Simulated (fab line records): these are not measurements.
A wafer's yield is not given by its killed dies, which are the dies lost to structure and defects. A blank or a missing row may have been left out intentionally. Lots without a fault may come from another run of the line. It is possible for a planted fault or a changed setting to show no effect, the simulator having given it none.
The tool behind it: which one? / flow gf180mcu / Sampling: 13 lots, 39 wafers, 2 of 602 route steps

== WHAT EACH GAUGE READ, for each wafer ==
GF_M4_THK_MEAS_06: measures by xrf.
lot=L547; measured=day 22 12:21; on=filmMetro-04; M4_ALCU_THK (nm)=446 448 452
lot=L549; measured=day 23 12:03; on=filmMetro-04; M4_ALCU_THK (nm)=440 453 449
lot=L553; measured=day 24 22:49; on=filmMetro-02; M4_ALCU_THK (nm)=446 444 447
lot=L554; measured=day 25 08:12; on=filmMetro-03; M4_ALCU_THK (nm)=439 441 443
lot=L555; measured=day 25 16:01; on=filmMetro-03; M4_ALCU_THK (nm)=445 444 442
lot=L556; measured=day 26 04:40; on=filmMetro-03; M4_ALCU_THK (nm)=442 444 446
lot=L557; measured=day 26 07:45; on=filmMetro-02; M4_ALCU_THK (nm)=444 446 443
lot=L562; measured=day 28 05:17; on=filmMetro-02; M4_ALCU_THK (nm)=434 441 441
lot=L564; measured=day 28 12:37; on=filmMetro-04; M4_ALCU_THK (nm)=444 446 448
lot=L563; measured=day 28 15:12; on=filmMetro-04; M4_ALCU_THK (nm)=445 444 442
lot=L567; measured=day 29 05:21; on=filmMetro-02; M4_ALCU_THK (nm)=446 445 451
lot=L568; measured=day 29 11:05; on=filmMetro-03; M4_ALCU_THK (nm)=441 444 444
lot=L569; measured=day 29 18:32; on=filmMetro-03; M4_ALCU_THK (nm)=450 455 453

== EACH LOT AND THE TOOL THAT RAN IT (in order: tool; ch and the chambers of the sampled wafers; start) ==
lot=L547; GF_M4_SPUTTER_00=pvdSputter-01, day 22 12:00
lot=L549; GF_M4_SPUTTER_00=pvdSputter-01, day 23 11:43
lot=L553; GF_M4_SPUTTER_00=pvdSputter-01, day 24 22:28
lot=L554; GF_M4_SPUTTER_00=pvdSputter-04, day 25 07:52
lot=L555; GF_M4_SPUTTER_00=pvdSputter-01, day 25 15:40
lot=L556; GF_M4_SPUTTER_00=pvdSputter-02, day 26 04:19
lot=L557; GF_M4_SPUTTER_00=pvdSputter-04, day 26 07:25
lot=L562; GF_M4_SPUTTER_00=pvdSputter-04, day 28 04:57
lot=L564; GF_M4_SPUTTER_00=pvdSputter-01, day 28 12:14
lot=L563; GF_M4_SPUTTER_00=pvdSputter-02, day 28 14:52
lot=L567; GF_M4_SPUTTER_00=pvdSputter-01, day 29 05:00
lot=L568; GF_M4_SPUTTER_00=pvdSputter-01, day 29 10:44
lot=L569; GF_M4_SPUTTER_00=pvdSputter-01, day 29 18:12
- GF_M4_SPUTTER_00: material Ti, target thk 37.5 nm, time 150 s.

== AS READ BY THE TOOLS THEMSELVES (means over the sampled wafers that have a number; for cases with no such wafer, the mark the record gives instead) ==
GF_M4_SPUTTER_00.
lot=L547; tool=pvdSputter-01; cathodeDcPowerW (W)=4000.4; chamberPressurePa (Pa)=2.000; throttleValvePct (%)=29.9
lot=L549; tool=pvdSputter-01; cathodeDcPowerW (W)=3999.9; chamberPressurePa (Pa)=2.000; throttleValvePct (%)=29.7
lot=L553; tool=pvdSputter-01; cathodeDcPowerW (W)=3999.5; chamberPressurePa (Pa)=1.995; throttleValvePct (%)=30.0
lot=L554; tool=pvdSputter-04; cathodeDcPowerW (W)=4000.1; chamberPressurePa (Pa)=2.002; throttleValvePct (%)=30.4
lot=L555; tool=pvdSputter-01; cathodeDcPowerW (W)=3999.9; chamberPressurePa (Pa)=1.997; throttleValvePct (%)=30.3
lot=L556; tool=pvdSputter-02; cathodeDcPowerW (W)=4000.4; chamberPressurePa (Pa)=1.999; throttleValvePct (%)=29.7
lot=L557; tool=pvdSputter-04; cathodeDcPowerW (W)=3999.9; chamberPressurePa (Pa)=1.996; throttleValvePct (%)=29.9
lot=L562; tool=pvdSputter-04; cathodeDcPowerW (W)=4000.5; chamberPressurePa (Pa)=2.003; throttleValvePct (%)=29.2
lot=L564; tool=pvdSputter-01; cathodeDcPowerW (W)=4000.1; chamberPressurePa (Pa)=1.999; throttleValvePct (%)=30.1
lot=L563; tool=pvdSputter-02; cathodeDcPowerW (W)=3999.4; chamberPressurePa (Pa)=2.005; throttleValvePct (%)=30.3
lot=L567; tool=pvdSputter-01; cathodeDcPowerW (W)=3999.9; chamberPressurePa (Pa)=2.000; throttleValvePct (%)=29.3
lot=L568; tool=pvdSputter-01; cathodeDcPowerW (W)=4000.9; chamberPressurePa (Pa)=1.998; throttleValvePct (%)=30.3
lot=L569; tool=pvdSputter-01; cathodeDcPowerW (W)=3999.7; chamberPressurePa (Pa)=2.006; throttleValvePct (%)=30.4

== THE ANSWER, worked out from the rows above alone ==
Rule: the usual values come from the lots themselves. The widest of any qualifying gaps counts: lots, ordered by their means at a reading, are off when they make up no more than a third of the lots, leave a main group of 4 or more, and stand apart from it by 3 or more times the standard deviation of that group's means. If all means in a main group match to the digits the tables above print for the reading, that group is not used. A lot without any number at a reading at which 4 lots or more have one is off too. Any other lot the step has rows for is counted as sound. After the gauges, taken in route order, come the tools' own readings; for these a lot's mean is taken, as printed above. At the first step where some lot is off, the reading lying furthest off is the one used; lots without a number count as furthest.
None of the lots is off at any reading shown; this tells nothing.

== WHAT THE SIMULATOR HAD PUT IN ==
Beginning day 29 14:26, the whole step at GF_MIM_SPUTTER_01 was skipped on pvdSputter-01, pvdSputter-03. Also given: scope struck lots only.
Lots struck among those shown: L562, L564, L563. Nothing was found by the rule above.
